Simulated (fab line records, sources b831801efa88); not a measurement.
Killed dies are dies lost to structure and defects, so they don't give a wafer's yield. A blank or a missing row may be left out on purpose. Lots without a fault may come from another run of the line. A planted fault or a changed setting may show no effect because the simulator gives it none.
Which tool did it? | flow gf180mcu | 6 lots, 18 wafers sampled, at 2 steps of a route of 602

WHAT THE GAUGES READ, wafer by wafer
GF_MVSD_OVL_MEAS_07.
lot  | measured     | on         | MVSD_OVL (nm)
L179 | day 4 15:17  | overlay-01 | -0.8 1.1 -1.4
L185 | day 6 07:44  | overlay-01 | -1.4 -1.2 -1.5
L188 | day 7 07:26  | overlay-01 | 176.0 173.8 175.9 177.2 175.2 176.7
L190 | day 7 18:38  | overlay-02 | 3.0 2.6 2.8
L196 | day 8 19:35  | overlay-02 | 1.1 -0.4 0.7
L201 | day 10 00:14 | overlay-02 | -1.3 -1.6 0.9

WHICH TOOL RAN EACH LOT (tool, then ch and the chambers of the sampled wafers, then the start)
lot  | GF_MVSD_EXPOSE_04
L179 | iline_stepper-02 ch 0, day 4 09:22
L185 | iline_stepper-02 ch 0, day 6 00:14
L188 | iline_stepper-02 ch 0, day 7 00:08
L190 | iline_stepper-01 ch 0, day 7 10:46
L196 | iline_stepper-01 ch 0, day 8 11:31
L201 | iline_stepper-01 ch 0, day 9 15:50
- GF_MVSD_EXPOSE_04: exposes mask MVSD, target cd 1000 nm.

THE ANSWER, worked out from the rows above alone
Rule: what is usual is taken from the lots themselves. Put in order of their means at a reading, lots are off if they are a third of the lots or fewer, leave a main group of 4 or more, and stand apart from it by a gap of 3 or more times the standard deviation of the main group's means; of several such gaps the widest counts. A main group whose means are all the same, to the digits that the tables above print for the reading, isn't used. A lot without any number at a reading at which 4 lots or more have one is off too. The other lots that the step has rows for count as sound.
Off: L188, at GF_MVSD_OVL_MEAS_07 (MVSD_OVL). The main group: mean 0.2 nm, standard deviation 1.4.
A tool fits if, at a process step before that reading, it ran every lot that is off, and no sound lot after the first of them. The gauges at GF_MVSD_OVL_MEAS_07 are tried like those tools. Can't be told from this: 2 tools fit, iline_stepper-02 at GF_MVSD_EXPOSE_04, overlay-01 at GF_MVSD_OVL_MEAS_07.

WHAT THE SIMULATOR HAD PUT IN
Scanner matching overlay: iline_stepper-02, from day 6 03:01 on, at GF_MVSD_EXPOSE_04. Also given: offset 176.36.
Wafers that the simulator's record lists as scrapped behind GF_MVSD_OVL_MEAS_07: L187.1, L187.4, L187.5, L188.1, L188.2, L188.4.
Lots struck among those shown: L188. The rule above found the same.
